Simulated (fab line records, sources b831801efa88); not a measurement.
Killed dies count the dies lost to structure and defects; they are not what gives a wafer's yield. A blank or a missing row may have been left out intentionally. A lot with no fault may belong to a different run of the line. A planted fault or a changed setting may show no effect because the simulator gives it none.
Which of the tools did it? ; flow sky130 ; 30 wafers from 10 lots sampled at 2 of the route's 708 steps

== WHAT THE GAUGES READ, wafer by wafer ==
SKY_NWELL_RS_MEAS_29: the measuring method here is four-point-probe.
lot;measured;on;NWELL_RS (ohm/sq)
L621;day 5 10:58;filmMetro-03;623.8 624.2 625.5
L622;day 5 12:58;filmMetro-03;623.4 624.0 623.9
L623;day 5 16:46;filmMetro-03;626.6 625.6 625.9
L624;day 6 00:32;filmMetro-04;622.5 624.9 626.1
L625;day 6 03:10;filmMetro-04;626.6 627.7 627.0
L626;day 6 14:13;filmMetro-03;624.0 624.9 626.2
L627;day 6 19:42;filmMetro-04;623.6 624.7 623.8
L631;day 8 00:23;filmMetro-02;653.6 654.2 653.5 654.8 655.2 653.1
L638;day 10 00:35;filmMetro-02;622.9 621.1 621.5
L644;day 11 03:35;filmMetro-03;625.3 624.0 623.7

== WHAT TOOL EACH LOT RAN ON (gives the tool, then ch and the chambers of the sampled wafers, and finally the start) ==
lot;SKY_NWELL_IMPLANT_11
L621;implanter-01 ch 0, day 4 16:38
L622;implanter-02 ch 0, day 4 19:14
L623;implanter-02 ch 0, day 4 22:01
L624;implanter-02 ch 0, day 5 05:16
L625;implanter-01 ch 0, day 5 08:21
L626;implanter-02 ch 0, day 5 18:01
L627;implanter-02 ch 0, day 6 00:32
L631;implanter-02 ch 0, day 7 03:40
L638;implanter-04 ch 0, day 8 22:57
L644;implanter-04 ch 0, day 10 02:20
- SKY_NWELL_IMPLANT_11

== THE ANSWER, worked out from the rows above alone ==
Rule: the usual values come from the lots themselves. Put in order of their means at a reading, lots are off if they are a third of the lots or fewer, leave a main group of 4 or more, and stand apart from it by a gap of 3 or more times the standard deviation of the main group's means; of several such gaps the widest counts. Not used: any main group whose means are identical at the precision the tables above print for the reading. Also off: a lot with no number at a reading for which 4 or more lots have one. Any other lot the step has rows for is counted as sound.
Off: L631, seen at SKY_NWELL_RS_MEAS_29 (NWELL_RS). The main group has a mean of 624.6 ohm/sq with a standard deviation of 1.4.
If a tool, at a process step before that reading, ran all the lots that are off and no sound lot after the first of them, it fits. Those tools and the gauges at SKY_NWELL_RS_MEAS_29 are tried in the same way. One candidate fits, namely implanter-02 at SKY_NWELL_IMPLANT_11. Its last sound lot is L627 (day 6 00:32), its first lot that is off L631 (day 7 03:40): a fault that began between those two fits.

== WHAT THE SIMULATOR HAD INSERTED ==
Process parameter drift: implanter-02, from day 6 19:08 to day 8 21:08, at SKY_NWELL_IMPLANT_11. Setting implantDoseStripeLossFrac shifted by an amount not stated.
Lots struck among those shown: L631. Same finding as the rule above.
